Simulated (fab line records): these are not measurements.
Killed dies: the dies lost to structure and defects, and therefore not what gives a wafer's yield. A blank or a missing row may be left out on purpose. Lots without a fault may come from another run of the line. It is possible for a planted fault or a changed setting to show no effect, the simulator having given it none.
fab line records	flow sky130
[record] lots = 7	wafers = 21	last_day = 50
route steps=708 shown POLY_GATE@233 LDD_N@237 LDD_P@255 PAD_OPEN@708
lots that met no fault: from a run of the same line without faults
start_h: start of the lot's first displayed wafer, in hours after the record's first day	wait_h: how many hours have passed since the lot's step before this one	" same as the row above	L1.1+2: a single row standing in for several wafers	- no value, or no start given	* or withheld: withheld	< > ~ a bound
route shown NAME@n: names a module that has steps shown in the file, with the first one's number in the route	usual: mean and standard deviation over wafers with no fault	same: alike in all rows	chamber/n: place in a boat	sites: each site's reading	_std_site: standard deviation of those values	_edge_site: inner sites' mean taken away from outer sites' mean	radius_mm: for every site, how far away it sits from the centre of the wafer	mask NAME#n: copy n	behind: the last tool/chamber to shape the wafer	hold: why the lot was held/for how many hours/how that ended	device: transistor that didn't switch, given as n, p or np	end of line: the tests these same wafers got at the end of their route	step lacking rows: just its recipe	killed: the dies lost at the first sort to structure and to defects; this is not the yield of the wafer	map: the dies of a wafer, with x for killed, . for not killed, _ for no die there
set.NAME: the setting that was run; set.NAME@STEP: the one run at that earlier step	model.NAME: the simulator's own value behind a step, which no gauge read
certain route steps with their lots: each step a table, each wafer a row
services: from which hour (start_h, from the record's first day; less than 0 if before it) a tool's chamber was out of use, for how many hours, and why
[[steps]]
[step SKY_POLY_GATE_CLEAN_19]
[recipe] chemistry = SC1/SC2	mix = 1:4:20	temp_c = 70	time_s = 150	dry = n2_spin
[step SKY_POLY_GATE_OXIDATION_20]
[recipe] temp_c = 850	ambient = O2	stabilise_s = 600	purge_s = 300	target_thk_a = 40	ox_time_s = 899
[step SKY_POLY_GATE_THK_MEAS_21]
[recipe] reads = SiO2_of_POLY_GATE_OXIDATION_20
[usual] POLY_GATE_OXIDATION_THK = 3.97/0.075
lot.wafer	tool	chamber	start_h	wait_h	POLY_GATE_OXIDATION_THK[nm]
L140.2	film_metro-04	-	432.20	0.0	4.00
L140.5	"	-	"	"	4.03
L140.6	"	-	"	"	3.86
L142.3	film_metro-01	-	459.18	0.0	4.04
L142.5	"	-	"	"	4.02
L142.6	"	-	"	"	4.14
L152.3	film_metro-03	-	537.67	0.0	3.96
L152.4	"	-	"	"	3.90
L152.6	"	-	"	"	3.99
L150.1	film_metro-04	-	539.25	0.0	4.02
L150.2	"	-	"	"	4.00
L150.5	"	-	"	"	4.07
L151.3	film_metro-03	-	539.27	0.0	4.13
L151.4	"	-	"	"	4.05
L151.6	"	-	"	"	4.14
L156.1	film_metro-04	-	561.79	0.0	3.85
L156.4	"	-	"	"	3.85
L156.6	"	-	"	"	3.86
L157.2	film_metro-03	-	563.45	0.0	3.98
L157.4	"	-	"	"	3.94
L157.5	"	-	"	"	4.02
[step SKY_POLY_GATE_CD_MEAS_22]
[usual] cd_nm = 150.7/2.1
lot.wafer	tool	chamber	start_h	wait_h	cd_nm
L140.2	cd_sem-01	-	432.28	0.1	150.9
L140.5	"	-	"	"	152.9
L140.6	"	-	"	"	152.7
L142.3	cd_sem-01	-	459.27	0.1	148.3
L142.5	"	-	"	"	148.2
L142.6	"	-	"	"	149.5
L152.3	cd_sem-02	-	537.76	0.1	149.5
L152.4	"	-	"	"	149.7
L152.6	"	-	"	"	151.8
L150.1	cd_sem-02	-	539.31	0.1	148.9
L150.2	"	-	"	"	153.4
L150.5	"	-	"	"	152.2
L151.3	cd_sem-01	-	539.36	0.1	150.5
L151.4	"	-	"	"	149.3
L151.6	"	-	"	"	150.7
L156.1	cd_sem-02	-	561.85	0.1	151.8
L156.4	"	-	"	"	151.3
L156.6	"	-	"	"	149.1
L157.2	cd_sem-02	-	563.53	0.1	150.0
L157.4	"	-	"	"	152.0
L157.5	"	-	"	"	148.7
[step SKY_LDD_N_DEHYDRATE_00]
[recipe] temp_c = 200	time_s = 60
[step SKY_LDD_N_HMDS_01]
[recipe] prime_time_s = 60	prime_temp_c = 120
[step SKY_LDD_N_COAT_02]
[recipe] resist = NOVOLAK	spin_rpm = 3000	resist_thk_nm = 300
[step SKY_LDD_N_SOFTBAKE_03]
[recipe] temp_c = 90	time_s = 60	resist = NOVOLAK
[step SKY_LDD_N_EXPOSE_04]
[recipe] mask_id = NTM	target_cd_nm = 840	na = 0.6	source_shape = conventional	sigma_outer = 0.6	dose_mj = 110
[step SKY_LDD_N_PEB_05]
[recipe] temp_c = withheld	time_s = *	resist = NOVOLAK
[step SKY_LDD_N_DEVELOP_06]
[recipe] develop_time_s = 60	dev_temp_c = 23
[step SKY_LDD_N_OVL_MEAS_07]
[usual] LDD_N_OVL = 0.6/1.3
lot.wafer	tool	chamber	start_h	wait_h	LDD_N_OVL[nm]
L140.2	overlay-02	-	463.52	0.1	0.8
L140.5	"	-	"	"	-2.7
L140.6	"	-	"	"	-0.1
L142.3	overlay-02	-	490.22	0.1	1.7
L142.5	"	-	"	"	0.3
L142.6	"	-	"	"	2.4
L152.3	overlay-02	-	566.47	0.1	-0.1
L152.4	"	-	"	"	1.2
L152.6	"	-	"	"	0.8
L150.1	overlay-01	-	568.26	0.1	-1.2
L150.2	"	-	"	"	-1.2
L150.5	"	-	"	"	0.0
L151.3	overlay-01	-	568.72	0.1	2.4
L151.4	"	-	"	"	2.2
L151.6	"	-	"	"	4.0
L156.1	overlay-01	-	591.37	0.1	0.6
L156.4	"	-	"	"	0.5
L156.6	"	-	"	"	-0.5
L157.2	overlay-01	-	592.91	0.1	2.0
L157.4	"	-	"	"	0.5
L157.5	"	-	"	"	0.4
[step SKY_LDD_N_IMPLANT_08]
[recipe] species = As	energy_kev = 20	dose_cm2 = 7.338e+13	tilt_deg = withheld	rotation_deg = 23
[same] implant_ion_amu = 75
lot.wafer	tool	chamber	start_h	wait_h
L140.2+5+6	implanter-02	0	463.57	0.0
L140.2+5+6	implanter-02	0	463.89	0.3
L142.3+5+6	implanter-02	0	490.30	0.1
L142.3+5+6	implanter-02	0	490.61	0.3
L152.3+4+6	implanter-04	0	566.55	0.1
L150.1+2+5	implanter-04	0	568.30	0.0
L151.3+4+6	implanter-02	0	568.79	0.1
L151.3+4+6	implanter-02	0	569.11	0.3
L156.1+4+6	implanter-02	0	591.40	0.0
L157.2+4+5	implanter-04	0	592.97	0.0
[step SKY_LDD_N_IMPLANT_09]
[recipe] species = As	energy_kev = 20	dose_cm2 = 7.5e+13	tilt_deg = withheld	rotation_deg = 113
[step SKY_LDD_N_IMPLANT_10]
[recipe] species = As	energy_kev = 20	dose_cm2 = 7.5e+13	tilt_deg = withheld	rotation_deg = 203
[step SKY_LDD_N_IMPLANT_11]
[recipe] species = As	energy_kev = 20	dose_cm2 = 7.5e+13	tilt_deg = withheld	rotation_deg = 293
[step SKY_LDD_N_IMPLANT_12]
[recipe] species = BF2	energy_kev = 50	dose_cm2 = 5e+12	tilt_deg = 30	rotation_deg = 0
[step SKY_LDD_N_IMPLANT_13]
[recipe] species = BF2	energy_kev = 50	dose_cm2 = 5e+12	tilt_deg = 30	rotation_deg = 90
[step SKY_LDD_N_IMPLANT_14]
[recipe] species = BF2	energy_kev = 50	dose_cm2 = 5e+12	tilt_deg = 30	rotation_deg = 180
[step SKY_LDD_N_IMPLANT_15]
[recipe] species = BF2	energy_kev = 50	dose_cm2 = 5e+12	tilt_deg = 30	rotation_deg = 270
[step SKY_LDD_N_STRIP_16]
[recipe] chemistry = O2/N2	power_w = 1400	pressure_mtorr = 1500	platen_temp_c = withheld	o2_flow_sccm = 3000	n2_flow_sccm = 300	overash_fraction = 0.5
[usual] drypump_motor_current_A = 5.7/0.42	oes_product_au = 0.407/0.0047	strip_time_to_endpoint_s = 4.302/0.015
lot.wafer	tool	chamber	start_h	wait_h	drypump_motor_current_A	oes_product_au	rf_hours_counter_h	strip_time_to_endpoint_s
L140.2	plasma_asher-03	0	465.06	0.1	5.3	0.403	31	4.504
L140.5	"	0	"	"	5.3	0.405	-	4.514
L140.6	"	1	"	"	5.4	0.401	-	4.518
L142.3	plasma_asher-03	0	491.80	0.1	5.3	0.406	-	4.498
L142.5	"	1	"	"	5.4	0.407	-	4.510
L142.6	"	0	"	"	5.3	0.400	-	4.504
L152.3	plasma_asher-01	0	567.73	0.1	6.1	0.408	-	4.283
L152.4	"	1	"	"	5.6	0.405	-	4.286
L152.6	"	0	"	"	6.1	0.405	-	4.293
L150.1	plasma_asher-01	0	569.50	0.1	6.1	0.409	78	4.288
L150.2	"	1	"	"	5.7	0.400	78	4.268
L150.5	"	1	"	"	5.6	0.403	-	4.289
L151.3	plasma_asher-03	0	570.29	0.1	5.3	0.400	-	4.512
L151.4	"	1	"	"	5.4	0.402	-	4.493
L151.6	"	0	"	"	5.3	0.397	-	4.493
L156.1	plasma_asher-01	1	592.60	0.1	5.6	0.410	80	4.286
L156.4	"	1	"	"	5.6	0.411	-	4.306
L156.6	"	0	"	"	6.2	0.409	-	4.272
L157.2	plasma_asher-04	0	594.14	0.1	6.2	0.407	16	4.290
L157.4	"	0	"	"	6.2	0.405	-	4.310
L157.5	"	1	"	"	4.8	0.412	-	4.311
[step SKY_LDD_N_TW_MEAS_17]
[usual] LDD_N_TW = 2587/31
lot.wafer	tool	chamber	start_h	wait_h	LDD_N_TW
L140.2	film_metro-03	-	465.17	0.1	2715
L140.5	"	-	"	"	2724
L140.6	"	-	"	"	2708
L142.3	film_metro-02	-	491.88	0.1	2662
L142.5	"	-	"	"	2657
L142.6	"	-	"	"	2648
L152.3	film_metro-03	-	567.82	0.1	2611
L152.4	"	-	"	"	2612
L152.6	"	-	"	"	2615
L150.1	film_metro-03	-	569.60	0.1	2615
L150.2	"	-	"	"	2608
L150.5	"	-	"	"	2607
L151.3	film_metro-03	-	570.42	0.1	2719
L151.4	"	-	"	"	2716
L151.6	"	-	"	"	2721
L156.1	film_metro-03	-	592.70	0.1	2630
L156.4	"	-	"	"	2635
L156.6	"	-	"	"	2630
L157.2	film_metro-02	-	594.25	0.1	2564
L157.4	"	-	"	"	2562
L157.5	"	-	"	"	2546
[step SKY_LDD_P_DEHYDRATE_00]
[recipe] temp_c = 200	time_s = 60
[step SKY_PAD_OPEN_PROBE_99]
[usual] killed_at_M0_to_M3 = 43/7.1	killed_at_M4_up = 3.0/1.6	killed_at_contacts = 24/5.3	killed_at_front_end = 16/4.1	killed_at_other = 0.5/0.82	killed_dies = 86/9.4	killed_open = 46/6.9	killed_short = 39/6.5
[same] gross_dies = 492	killed_at_back_side = 0
lot.wafer	tool	chamber	start_h	wait_h	killed_at_M0_to_M3	killed_at_M4_up	killed_at_contacts	killed_at_front_end	killed_at_other	killed_dies	killed_open	killed_short	model.etest.tip_n.rs_ohm_sq	model.etest.via3_chain.rc_ohm	model.etest.nfet_01v8_lvt.vt_sat_v	model.etest.nfet_01v8.vt_sat_v
L140.2	prober-02	-	1118.28	0.1	54	2	16	14	0	86	51	34	390	9.434	0.5059	0.6305
L140.5	prober-02	-	1118.43	0.2	31	6	20	13	0	70	32	38	388.7	9.583	0.5201	0.6447
L140.6	prober-02	-	1118.48	0.2	39	3	16	14	0	72	45	27	388.5	9.494	0.5095	0.634
L142.3	prober-02	-	1130.04	0.2	40	5	22	12	0	79	46	32	392.8	9.792	0.5201	0.6372
L142.5	prober-02	-	1130.14	0.2	45	2	17	18	0	82	38	44	391.7	10.03	0.5038	0.6279
L142.6	prober-02	-	1130.19	0.2	42	2	20	15	1	80	31	48	392.5	9.573	0.5125	0.6371
L152.3	prober-02	-	1178.27	0.2	50	0	18	12	0	80	48	32	448.2	9.647	0.5358	0.6429
L152.4	prober-02	-	1178.32	0.2	49	2	23	10	0	84	46	38	441.9	9.769	0.5334	0.6477
L152.6	prober-02	-	1178.42	0.2	45	2	23	11	1	82	47	35	443.1	10.19	0.5394	0.6428
L150.1	prober-01	-	1180.72	0.1	42	3	26	22	1	94	56	35	445.2	9.642	0.5253	0.6469
L150.2	prober-01	-	1180.77	0.1	48	2	19	9	0	78	51	25	446.4	9.162	0.528	0.6379
L150.5	prober-01	-	1180.92	0.2	43	0	26	14	0	83	47	35	442.7	9.92	0.5162	0.6354
L151.3	prober-02	-	1181.62	0.2	29	1	25	22	0	77	40	37	389.8	8.279	0.5092	0.6248
L151.4	prober-02	-	1181.67	0.2	34	4	31	11	1	81	45	36	390.3	8.025	0.5074	0.6182
L151.6	prober-02	-	1181.77	0.2	47	3	22	19	1	92	44	48	387	8.008	0.5142	0.6269
L156.1	prober-02	-	1193.81	0.1	40	1	24	16	0	81	44	35	446.2	8.973	0.5328	0.6483
L156.4	prober-02	-	1193.96	0.2	45	3	29	14	1	92	50	42	440.8	10.11	0.5302	0.6471
L156.6	prober-02	-	1194.06	0.2	36	2	29	9	0	76	49	27	442.2	9.574	0.5414	0.6577
L157.2	prober-01	-	1196.19	0.1	45	3	16	20	0	84	43	40	440.6	9.741	0.5481	0.6601
L157.4	prober-01	-	1196.29	0.2	48	5	22	13	1	89	41	47	442	9.186	0.5332	0.6543
L157.5	prober-01	-	1196.34	0.2	44	7	27	10	1	89	55	33	441.9	9.426	0.5316	0.6509
// killed by level:class
L140.2 VIA1:geometric_particle:open=13 CONTACT:geometric_particle:open=8 VIA3:geometric_particle:open=7 METAL2:geometric_particle:short=6 VIA2:geometric_particle:open=6 FIELD_ISO:geometric_particle:short=5 METAL1:geometric_particle:short=4 VIA2:geometric_particle:short=4
L140.5 METAL1:geometric_particle:short=9 LI_CONTACT:geometric_particle:open=8 CONTACT:geometric_particle:open=7 FIELD_ISO:geometric_particle:short=6 VIA1:geometric_particle:open=6 METAL4:geometric_particle:short=6 METAL2:geometric_particle:short=5 VIA3:geometric_particle:open=4
L140.6 VIA1:geometric_particle:open=10 METAL2:geometric_particle:short=6 VIA3:geometric_particle:open=6 CONTACT:geometric_particle:open=5 VIA2:geometric_particle:open=5 FIELD_ISO:geometric_particle:open=4 LI_CONTACT:geometric_particle:open=4 FIELD_ISO:geometric_particle:short=3
L142.3 CONTACT:geometric_particle:open=8 VIA1:geometric_particle:open=8 METAL2:geometric_particle:short=7 CONTACT:geometric_particle:short=6 VIA3:geometric_particle:open=6 LI_CONTACT:geometric_particle:open=4 METAL1:geometric_particle:short=4 METAL2:geometric_particle:open=4
L142.5 VIA3:geometric_particle:open=9 VIA1:geometric_particle:open=7 METAL1:geometric_particle:short=7 FIELD_ISO:geometric_particle:open=6 VIA3:geometric_particle:short=6 FIELD_ISO:geometric_particle:short=5 POLY_GATE:geometric_particle:short=5 LI_CONTACT:geometric_particle:open=5
L142.6 VIA1:geometric_particle:open=10 POLY_GATE:geometric_particle:short=9 METAL1:geometric_particle:short=8 LOCAL_INTERCONNECT:geometric_particle:short=6 METAL2:geometric_particle:short=6 VIA1:geometric_particle:short=5 LI_CONTACT:geometric_particle:open=4 VIA2:geometric_particle:open=4
L152.3 VIA1:geometric_particle:open=17 VIA3:geometric_particle:open=9 CONTACT:geometric_particle:open=7 METAL2:geometric_particle:short=6 VIA2:geometric_particle:open=6 METAL1:geometric_particle:short=5 LI_CONTACT:geometric_particle:open=4 LOCAL_INTERCONNECT:geometric_particle:short=4
L152.4 VIA1:geometric_particle:open=11 CONTACT:geometric_particle:open=9 VIA2:geometric_particle:open=8 METAL1:geometric_particle:short=6 METAL2:geometric_particle:short=6 CONTACT:geometric_particle:short=4 METAL3:geometric_particle:short=4 VIA3:geometric_particle:open=4
L152.6 VIA1:geometric_particle:open=11 CONTACT:geometric_particle:open=10 VIA2:geometric_particle:short=6 POLY_GATE:geometric_particle:short=5 LI_CONTACT:geometric_particle:open=5 CONTACT:geometric_particle:short=5 VIA2:geometric_particle:open=5 VIA1:geometric_particle:short=4
L150.1 CONTACT:geometric_particle:open=11 VIA3:geometric_particle:open=7 FIELD_ISO:geometric_particle:open=6 LI_CONTACT:geometric_particle:open=6 METAL2:geometric_particle:short=6 VIA2:geometric_particle:open=6 POLY_GATE:geometric_particle:open=5 VIA1:geometric_particle:open=5
L150.2 VIA3:geometric_particle:open=12 VIA1:geometric_particle:open=9 CONTACT:geometric_particle:open=8 VIA2:geometric_particle:open=8 LI_CONTACT:geometric_particle:open=6 METAL2:geometric_particle:short=5 VIA1:geometric_particle:short=4 POLY_GATE:geometric_particle:short=3
L150.5 VIA3:geometric_particle:open=11 VIA2:geometric_particle:open=9 LI_CONTACT:geometric_particle:short=8 CONTACT:geometric_particle:open=8 LI_CONTACT:geometric_particle:open=5 VIA1:geometric_particle:open=5 METAL2:geometric_particle:short=5 FIELD_ISO:geometric_particle:short=4
L151.3 FIELD_ISO:geometric_particle:open=7 POLY_GATE:geometric_particle:short=6 LI_CONTACT:geometric_particle:open=6 METAL1:geometric_particle:short=6 POLY_GATE:geometric_particle:open=5 CONTACT:geometric_particle:short=5 CONTACT:geometric_particle:open=5 LOCAL_INTERCONNECT:geometric_particle:short=4
L151.4 LI_CONTACT:geometric_particle:open=11 CONTACT:geometric_particle:open=9 VIA3:geometric_particle:open=7 LOCAL_INTERCONNECT:geometric_particle:short=5 METAL2:geometric_particle:short=5 METAL1:geometric_particle:short=4 VIA1:geometric_particle:open=4 VIA3:geometric_particle:short=4
L151.6 VIA1:geometric_particle:open=11 POLY_GATE:geometric_particle:short=7 METAL1:geometric_particle:short=7 CONTACT:geometric_particle:open=6 LI_CONTACT:geometric_particle:open=6 VIA2:geometric_particle:short=6 VIA1:geometric_particle:short=5 VIA2:geometric_particle:open=5
L156.1 VIA2:geometric_particle:open=9 VIA1:geometric_particle:open=8 CONTACT:geometric_particle:open=7 VIA1:geometric_particle:short=7 VIA3:geometric_particle:open=7 CONTACT:geometric_particle:short=6 LOCAL_INTERCONNECT:geometric_particle:short=4 FIELD_ISO:geometric_particle:short=4
L156.4 CONTACT:geometric_particle:open=14 VIA1:geometric_particle:open=12 CONTACT:geometric_particle:short=7 METAL2:geometric_particle:short=7 FIELD_ISO:geometric_particle:open=6 METAL1:geometric_particle:short=6 VIA3:geometric_particle:open=5 VIA2:geometric_particle:open=4
L156.6 CONTACT:geometric_particle:open=14 VIA1:geometric_particle:open=7 VIA2:geometric_particle:open=7 VIA3:geometric_particle:open=5 LI_CONTACT:geometric_particle:open=5 POLY_GATE:geometric_particle:short=4 FIELD_ISO:geometric_particle:short=3 METAL1:geometric_particle:open=3
L157.2 FIELD_ISO:geometric_particle:open=9 VIA1:geometric_particle:open=9 CONTACT:geometric_particle:open=7 METAL2:geometric_particle:short=7 FIELD_ISO:geometric_particle:short=6 VIA3:geometric_particle:short=6 VIA3:geometric_particle:open=5 CONTACT:geometric_particle:short=4
L157.4 VIA1:geometric_particle:short=11 LI_CONTACT:geometric_particle:open=9 VIA1:geometric_particle:open=7 METAL2:geometric_particle:short=7 VIA2:geometric_particle:open=7 VIA3:geometric_particle:open=7 CONTACT:geometric_particle:open=5 FIELD_ISO:geometric_particle:open=4
L157.5 VIA1:geometric_particle:open=14 LI_CONTACT:geometric_particle:open=10 CONTACT:geometric_particle:open=10 METAL1:geometric_particle:short=7 METAL4:geometric_particle:short=7 VIA2:geometric_particle:open=6 METAL2:geometric_particle:short=5 FIELD_ISO:geometric_particle:open=3
[[services]]
tool	chamber	start_h	hours	kind
plasma_asher-03	-	503.19	2.9	repair
plasma_asher-04	-	523.43	1.3	repair
implanter-02	-	546.29	1.4	repair
implanter-02	-	570.28	3.7	pm
plasma_asher-01	-	581.99	2.8	pm
[[key]]
[first_sign] step = SKY_LDD_N_IMPLANT_08	reading = visit	direction = added
[effect] step = SKY_LDD_N_STRIP_16	reading = strip_time_to_endpoint_s	direction = up	sigmas = 13	usual = *	struck = *
[effect] step = SKY_LDD_N_TW_MEAS_17	reading = LDD_N_TW	direction = up	sigmas = 3.6	usual = 2587	struck = 2697
[model_effect] step = SKY_PAD_OPEN_PROBE_99	value = etest.tip_n.rs_ohm_sq	without = 445.7	struck = 390.1
met_at SKY_LDD_N_IMPLANT_08
struck_wafers L140.2,L140.5,L140.6,L142.3,L142.5,L142.6,L151.3,L151.4,L151.6
tester_left_out L140,L142,L151
[fault] kind = repeated_step_whole	tool = implanter-02,implanter-03,implanter-04	chamber = -	onset_h = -	steps = SKY_LDD_N_IMPLANT_08	times = 1	scope = struck_lots_only
// tester_left_out: of these lots the tester's yield and bins aren't shown, on N5 and GAA mostly nor the transistor test; their killed dies are dies lost to structure and defects alone, not to doping, threshold or leakage, so they don't give the yield
